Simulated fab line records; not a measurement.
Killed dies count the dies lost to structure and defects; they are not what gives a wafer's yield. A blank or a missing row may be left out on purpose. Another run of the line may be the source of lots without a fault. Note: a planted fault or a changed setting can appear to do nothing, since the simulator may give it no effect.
Chamber matching + flow sky130 + SKY_VIA1_CMP_24 on cmp-02: 4 sister chambers
The step polishes, stops on SiO2, t overpolish 15 s, target thk 0 nm. 39 wafers are shown with their chamber, then 12 later ones without.

== WAFERS WITH THEIR CHAMBER ==
| wafer  | chamber | motorCurrentA (A) | timeToEndpointS (s) | overpolishRunS (s) |
|--------|---------|-------------------|---------------------|--------------------|
| L075.1 | 0       | 11.0              | 66                  | 14.996             |
| L075.3 | 1       | 12.5              | 64                  | 14.983             |
| L075.6 | 0       | 10.8              | 62                  | 14.986             |
| L076.2 | 2       | 12.1              | 65                  | 14.994             |
| L076.4 | 1       | 12.7              | 68                  | 14.993             |
| L076.5 | 3       | 12.0              | 60                  | 14.990             |
| L077.1 | 2       | 12.3              | 63                  | 14.998             |
| L077.4 | 0       | 11.3              | 62                  | 14.992             |
| L077.6 | 1       | 13.4              | 65                  | 14.987             |
| L078.2 | 2       | 12.4              | 65                  | 15.002             |
| L078.4 | 3       | 12.1              | 66                  | 15.017             |
| L078.6 | 2       | 12.9              | 66                  | 14.992             |
| L081.3 | 3       | 12.0              | 65                  | 15.009             |
| L081.5 | 2       | 12.1              | 62                  | 14.995             |
| L081.6 | 3       | 11.7              | 64                  | 14.985             |
| L083.2 | 1       | 12.5              | 67                  | 14.991             |
| L083.3 | 2       | 12.0              | 66                  | 14.993             |
| L083.6 | 1       | 12.7              | 68                  | 15.007             |
| L083.1 | 3       | 12.1              | 62                  | 14.990             |
| L083.4 | 0       | 11.1              | 61                  | 14.997             |
| L083.5 | 2       | 12.1              | 64                  | 15.001             |
| L087.2 | 0       | 11.0              | 63                  | 15.003             |
| L087.3 | 1       | 12.2              | 62                  | 14.990             |
| L087.6 | 0       | 10.7              | 62                  | 15.011             |
| L086.1 | 3       | 12.2              | 66                  | 14.987             |
| L086.3 | 0       | 11.2              | 63                  | 14.994             |
| L086.4 | 1       | 12.8              | 67                  | 14.999             |
| L086.2 | 2       | 11.9              | 66                  | 15.015             |
| L086.5 | 2       | 12.0              | 66                  | 14.989             |
| L086.6 | 1       | 12.6              | 67                  | 14.985             |
| L089.1 | 3       | 12.0              | 63                  | 15.002             |
| L089.2 | 0       | 11.4              | 62                  | 15.009             |
| L089.3 | 2       | 11.8              | 64                  | 14.998             |
| L091.2 | 1       | 12.7              | 66                  | 15.010             |
| L091.3 | 2       | 11.8              | 65                  | 15.011             |
| L091.4 | 0       | 10.4              | 66                  | 14.994             |
| L091.1 | 3       | 11.7              | 67                  | 14.999             |
| L091.5 | 1       | 12.3              | 68                  | 15.007             |
| L091.6 | 0       | 11.1              | 68                  | 15.012             |

SIGNATURES (means of the wafers above)
| reading         | chamber 0 | chamber 1 | chamber 2 | chamber 3 | scatter within a chamber |
|-----------------|-----------|-----------|-----------|-----------|--------------------------|
| motorCurrentA   | 11.000    | 12.640    | 12.127    | 11.975    | 0.293                    |
| timeToEndpointS | 63.50     | 66.20     | 64.73     | 64.12     | 2.01                     |
| overpolishRunS  | 14.99940  | 14.99520  | 14.99891  | 14.99737  | 0.00948                  |
Rule: a wafer lies at a distance from a chamber equal to the root of the sum of squares, over the readings, of (its reading less the chamber's mean, divided by the reading's scatter). If the next closest chamber is less than 2 further off than the closest, the wafer can't be placed; otherwise it belongs to the closest. The scatter: take each reading less its chamber's mean, square it, sum over the shown wafers, divide by the number of wafers less the number of chambers, and take the root.

== WAFERS WHOSE CHAMBER IS MISSING ==
| wafer  | motorCurrentA (A) | timeToEndpointS (s) | overpolishRunS (s) |
|--------|-------------------|---------------------|--------------------|
| L093.1 | 11.5              | 60                  | 14.996             |
| L093.2 | 11.4              | 64                  | 14.999             |
| L093.6 | 10.9              | 61                  | 14.996             |
| L095.4 | 12.8              | 66                  | 14.985             |
| L095.5 | 13.0              | 64                  | 15.018             |
| L095.6 | 12.4              | 62                  | 15.011             |
| L095.1 | 12.5              | 59                  | 15.001             |
| L095.2 | 11.3              | 60                  | 15.001             |
| L095.3 | 12.1              | 63                  | 14.991             |
| L097.4 | 12.1              | 64                  | 15.016             |
| L097.5 | 12.7              | 64                  | 14.997             |
| L097.6 | 11.9              | 64                  | 14.995             |

== CHAMBER TAKEN BY EACH ==
| wafer  | from the rows above          | in truth |
|--------|------------------------------|----------|
| L093.1 | can't be placed: 0 or 3 or 2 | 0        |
| L093.2 | can't be placed: 0 or 3 or 2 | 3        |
| L093.6 | 0                            | 0        |
| L095.4 | can't be placed: 1 or 2      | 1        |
| L095.5 | can't be placed: 1 or 2 or 3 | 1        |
| L095.6 | can't be placed: 2 or 3 or 1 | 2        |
| L095.1 | can't be placed: 2 or 3 or 1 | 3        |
| L095.2 | can't be placed: 0 or 3 or 2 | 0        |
| L095.3 | can't be placed: 3 or 2 or 1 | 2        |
| L097.4 | can't be placed: 2 or 3 or 1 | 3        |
| L097.5 | can't be placed: 1 or 2 or 3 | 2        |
| L097.6 | can't be placed: 3 or 2      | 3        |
Placed correctly: 1 of 12. Cannot be placed on the basis of these rows: 11; the candidates contain the true chamber in 11. Number placed wrongly: 0.
